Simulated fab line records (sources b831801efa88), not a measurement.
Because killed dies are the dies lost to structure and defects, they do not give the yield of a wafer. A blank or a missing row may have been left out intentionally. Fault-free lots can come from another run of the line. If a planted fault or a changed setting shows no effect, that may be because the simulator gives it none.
One fault through the eyes of 2 desks    flow gf180mcu    every desk sees just its own numbers, and what lay behind them comes last

METROLOGY DESK
What the gauges read, lot by lot, whatever tool the lot ran on: means of the sampled wafers that have a number. Any lot whose mean is over 4 standard deviations away from the usual mean is out of limits and marked OUT; that distance is given in the brackets.
Columns: A = V4_CVD_02_THK at GF_V4_THK_MEAS_03, usual 847 nm; B = V4_OVL at GF_V4_OVL_MEAS_15, usual 0 nm
lot   first seen here  A    B
L245  day 24 18:14     852  2
L246  day 25 08:35     850  -9
L247  day 25 13:51     849  3
L248  day 26 08:53     843  -5
L249  day 26 09:31     858  3
L252  day 27 12:57     854  -5
L256  day 28 20:32     809  2
L261  day 29 18:40     820  5
L262  day 30 00:41     846  9
L263  day 30 05:44     842  5
L264  day 30 08:48     850  -2
This desk found nothing out of limits on any of the 11 lots.

FOR THE TOOL OWNER'S DESK: pecvd-01
The tool's own readings at GF_V4_CVD_02 (deposits SiO2 from TEOS, target thk 850 nm, time 94.851 s): means of the sampled wafers that have a number, for each lot that ran on this tool. Any lot whose mean is over 4 standard deviations away from the usual mean is out of limits and marked OUT; that distance is given in the brackets.
Columns: A = heater power w at GF_V4_CVD_02, usual 670 W
lot   first seen here  A
L245  day 24 18:10     636
L249  day 26 09:26     586
L252  day 27 12:53     585
L256  day 28 20:28     633
L261  day 29 18:36     614
This desk found nothing out of limits on any of the 5 lots.

BROUGHT TOGETHER
The metrology desk saw nothing out of limits.
Nothing out of limits was seen by the tool owner's desk.

WHAT THE SIMULATOR PUT IN
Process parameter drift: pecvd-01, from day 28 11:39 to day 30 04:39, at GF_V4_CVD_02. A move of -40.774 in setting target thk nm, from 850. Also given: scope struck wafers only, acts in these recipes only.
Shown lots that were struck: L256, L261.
